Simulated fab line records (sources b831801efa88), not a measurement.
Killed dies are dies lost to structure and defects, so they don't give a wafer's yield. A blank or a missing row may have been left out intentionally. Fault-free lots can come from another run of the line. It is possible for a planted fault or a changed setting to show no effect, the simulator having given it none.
2 desks, one fault	flow gf180mcu	only its own numbers are on each desk; what lay behind them is given at the end

== FROM THE METROLOGY DESK ==
Means of the sampled wafers that have a number, per lot and without regard to the tool the lot ran on: this is what the gauges read. If a lot's mean is further than 4 standard deviations from the usual mean, the lot is out of limits and carries the mark OUT (the distance appears in the brackets).
Columns: A = LVPWELL_OVL at GF_LVPWELL_OVL_MEAS_07, usual -1.0 nm; B = VT_IMPLANT_01_OVL at GF_VT_IMPLANT_OVL_MEAS_18, usual 0.4 nm
lot	first seen here	A	B
L440	day 3 21:22	-0.5	0.7
L441	day 4 01:04	-1.0	-0.2
L442	day 4 06:26	-3.2	-1.1
L443	day 4 13:07	-1.0	1.5
L444	day 4 17:14	0.9	0.1
L445	day 5 01:08	-2.5	-1.8
L446	day 5 04:59	-1.5	-0.6
L447	day 5 09:15	-1.1	0.6
L448	day 5 16:02	1.7	1.3
L454	day 7 01:56	-1.6	1.5
L455	day 7 10:56	1.0	-0.3
L458	day 8 02:17	-2.6	2.6
L459	day 8 09:17	-1.6	0.6
L462	day 9 00:41	-0.6	-1.7
This desk's verdict: no lot among the 14 shows anything out of limits.

== FOR THE TOOL OWNER'S DESK: lithoTrack-02 ==
At GF_VT_IMPLANT_SOFTBAKE_14 (time 60 s), the tool's own readings, given per lot that ran on this tool as the mean of the sampled wafers with a number. If a lot's mean is further than 4 standard deviations from the usual mean, the lot is out of limits and carries the mark OUT (the distance appears in the brackets).
Columns: A = chillPlateTempC at GF_VT_IMPLANT_SOFTBAKE_14, usual 23.01 C; B = heaterPowerTotalW at GF_VT_IMPLANT_SOFTBAKE_14, usual 56.60 W; C = runLengthS at GF_VT_IMPLANT_SOFTBAKE_14, usual 89.07 s
lot	first seen here	A	B	C
L441	day 6 02:10	22.96	56.63	88.74
L443	day 6 17:01	22.99	56.63	88.75
L455	day 9 23:16	23.15	58.35 (+43) OUT	83.69 (-19) OUT
L458	day 10 13:55	23.14	58.33 (+42) OUT	83.82 (-18) OUT
This desk's verdict: out of limits on L455, L458, starting with L455 at day 9 23:16 (heaterPowerTotalW at GF_VT_IMPLANT_SOFTBAKE_14). L441, L443: within limits.

== TAKEN TOGETHER ==
On L455, L458, at day 9 23:16, an alarm was possible from the tool owner's desk.
Nothing out of limits was seen by the metrology desk.
The metrology desk holds a record of L455, L458, inside its limits.
All the named lots went through GF_VT_IMPLANT_SOFTBAKE_14 on lithoTrack-02.

== WHAT THE SIMULATOR HAD INSERTED ==
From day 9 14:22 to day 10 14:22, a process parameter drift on lithoTrack-02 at GF_VT_IMPLANT_SOFTBAKE_14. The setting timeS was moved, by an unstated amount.
Lots struck among those shown: L455, L458.
Each desk's first reading out of limits, in hours after the fault started: the tool owner's desk, 9.
